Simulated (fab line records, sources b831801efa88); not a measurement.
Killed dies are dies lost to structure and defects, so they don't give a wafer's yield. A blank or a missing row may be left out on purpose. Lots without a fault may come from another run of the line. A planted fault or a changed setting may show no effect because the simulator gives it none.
Which tool did it? | flow gf180mcu | 13 lots, 39 wafers sampled, at 3 steps of a route of 602

WHAT THE GAUGES READ, wafer by wafer
GF_V1_BOW_MEAS_05.
lot  | measured     | on            | V1_BOW (um)
L724 | day 16 20:47 | film_metro-01 | 82 88 67
L725 | day 17 07:27 | film_metro-03 | 96 84 88
L726 | day 17 18:58 | film_metro-03 | 84 82 81
L727 | day 18 02:55 | film_metro-01 | 83 83 74
L728 | day 18 13:46 | film_metro-01 | 84 86 83
L733 | day 20 16:19 | film_metro-03 | 76 86 87
L734 | day 21 10:47 | film_metro-03 | 84 88 71
L735 | day 21 09:54 | film_metro-03 | 80 89 83
L742 | day 23 23:58 | film_metro-02 | 83 81 73
L743 | day 24 02:27 | film_metro-03 | 70 81 78
L745 | day 24 19:32 | film_metro-02 | 80 78 85
L746 | day 25 02:52 | film_metro-03 | 78 82 79
L747 | day 25 10:44 | film_metro-02 | 79 84 73

WHICH TOOL RAN EACH LOT (tool, then ch and the chambers of the sampled wafers, then the start)
lot  | GF_DNWELL_COAT_02                | GF_DNWELL_STRIP_08
L724 | litho_track-03 ch 0, day 2 12:07 | plasma_asher-03 ch 0,1, day 2 18:28
L725 | litho_track-01 ch 0, day 2 16:44 | plasma_asher-03 ch 0,1, day 2 23:55
L726 | litho_track-03 ch 0, day 2 22:31 | plasma_asher-03 ch 0,1, day 3 05:31
L727 | litho_track-03 ch 0, day 3 03:25 | plasma_asher-02 ch 0,1, day 3 09:55
L728 | litho_track-03 ch 0, day 3 07:43 | plasma_asher-03 ch 0,1, day 3 15:07
L733 | litho_track-03 ch 0, day 4 09:34 | plasma_asher-03 ch 0,1, day 4 16:38
L734 | litho_track-03 ch 0, day 4 21:13 | plasma_asher-01 ch 0,1, day 5 04:28
L735 | litho_track-01 ch 0, day 5 00:46 | plasma_asher-03 ch 0, day 5 07:19
L742 | litho_track-01 ch 0, day 6 11:22 | plasma_asher-02 ch 0,1, day 6 19:24
L743 | litho_track-01 ch 0, day 6 16:11 | plasma_asher-02 ch 0,1, day 7 00:48
L745 | litho_track-03 ch 0, day 7 03:53 | plasma_asher-03 ch 0,1, day 7 12:05
L746 | litho_track-01 ch 0, day 7 06:14 | plasma_asher-02 ch 0,1, day 7 14:19
L747 | litho_track-01 ch 0, day 7 17:13 | plasma_asher-01 ch 0,1, day 8 01:25
- GF_DNWELL_COAT_02: resist thk 3000 nm.
- GF_DNWELL_STRIP_08: strips in O2/N2.

WHAT THE TOOLS THEMSELVES READ (means of the sampled wafers that have a number; where no wafer has one, the mark that the record gives instead)
GF_DNWELL_COAT_02.
lot  | tool           | dispense_pressure_kPa (kPa) | spin_speed_rpm (rpm)
L724 | litho_track-03 | 49.3                        | 2000.6
L725 | litho_track-01 | 51.7                        | 2000.8
L726 | litho_track-03 | 49.3                        | 2001.3
L727 | litho_track-03 | 49.3                        | 1999.3
L728 | litho_track-03 | 49.3                        | 2000.7
L733 | litho_track-03 | 49.3                        | 1794.3
L734 | litho_track-03 | 49.3                        | 1794.8
L735 | litho_track-01 | 51.7                        | 1999.2
L742 | litho_track-01 | 51.7                        | 2000.9
L743 | litho_track-01 | 51.6                        | 1999.8
L745 | litho_track-03 | 49.3                        | 1999.5
L746 | litho_track-01 | 51.6                        | 2001.1
L747 | litho_track-01 | 51.6                        | 2000.0

GF_DNWELL_STRIP_08.
lot  | tool            | drypump_motor_current_A (A) | heater_power_w (W) | oes_product_au (a.u.) | platen_temp_c (C) | strip_time_to_endpoint_s (s)
L724 | plasma_asher-03 | 5.6                         | 337                | 0.715                 | 250.17            | 36.89
L725 | plasma_asher-03 | 6.2                         | 343                | 0.725                 | 249.94            | 36.94
L726 | plasma_asher-03 | 5.7                         | 333                | 0.719                 | 249.91            | 37.16
L727 | plasma_asher-02 | 5.7                         | 304                | 0.724                 | 250.02            | 37.03
L728 | plasma_asher-03 | 5.7                         | 336                | 0.724                 | 250.01            | 37.03
L733 | plasma_asher-03 | 6.2                         | 342                | 0.724                 | 249.99            | 38.90
L734 | plasma_asher-01 | 6.1                         | 280                | 0.719                 | 250.07            | 38.79
L735 | plasma_asher-03 | 6.7                         | 353                | 0.723                 | 250.18            | 36.89
L742 | plasma_asher-02 | 5.7                         | 311                | 0.723                 | 250.14            | 36.90
L743 | plasma_asher-02 | 5.7                         | 318                | 0.719                 | 249.91            | 37.01
L745 | plasma_asher-03 | 5.7                         | 333                | 0.726                 | 250.02            | 36.94
L746 | plasma_asher-02 | 5.7                         | 318                | 0.721                 | 250.03            | 37.01
L747 | plasma_asher-01 | 6.1                         | 281                | 0.723                 | 250.25            | 36.77

THE ANSWER, worked out from the rows above alone
Rule: what is usual is taken from the lots themselves. Put in order of their means at a reading, lots are off if they are a third of the lots or fewer, leave a main group of 4 or more, and stand apart from it by a gap of 3 or more times the standard deviation of the main group's means; of several such gaps the widest counts. A main group whose means are all the same, to the digits that the tables above print for the reading, isn't used. A lot without any number at a reading at which 4 lots or more have one is off too. The other lots that the step has rows for count as sound. The gauges are gone through in route order, then the tools' own readings, and for those a lot's mean is taken as printed above. The first step at which some lot is off is used, and at that step the reading that is off furthest; a lot without a number counts as furthest.
Off: L733, L734, at GF_DNWELL_COAT_02 (spin_speed_rpm). The main group: mean 2000.3 rpm, standard deviation 0.72.
A tool fits if, at that step or a process step before it, it ran every lot that is off, and no sound lot after the first of them. None of those tried fits.

WHAT THE SIMULATOR HAD PUT IN
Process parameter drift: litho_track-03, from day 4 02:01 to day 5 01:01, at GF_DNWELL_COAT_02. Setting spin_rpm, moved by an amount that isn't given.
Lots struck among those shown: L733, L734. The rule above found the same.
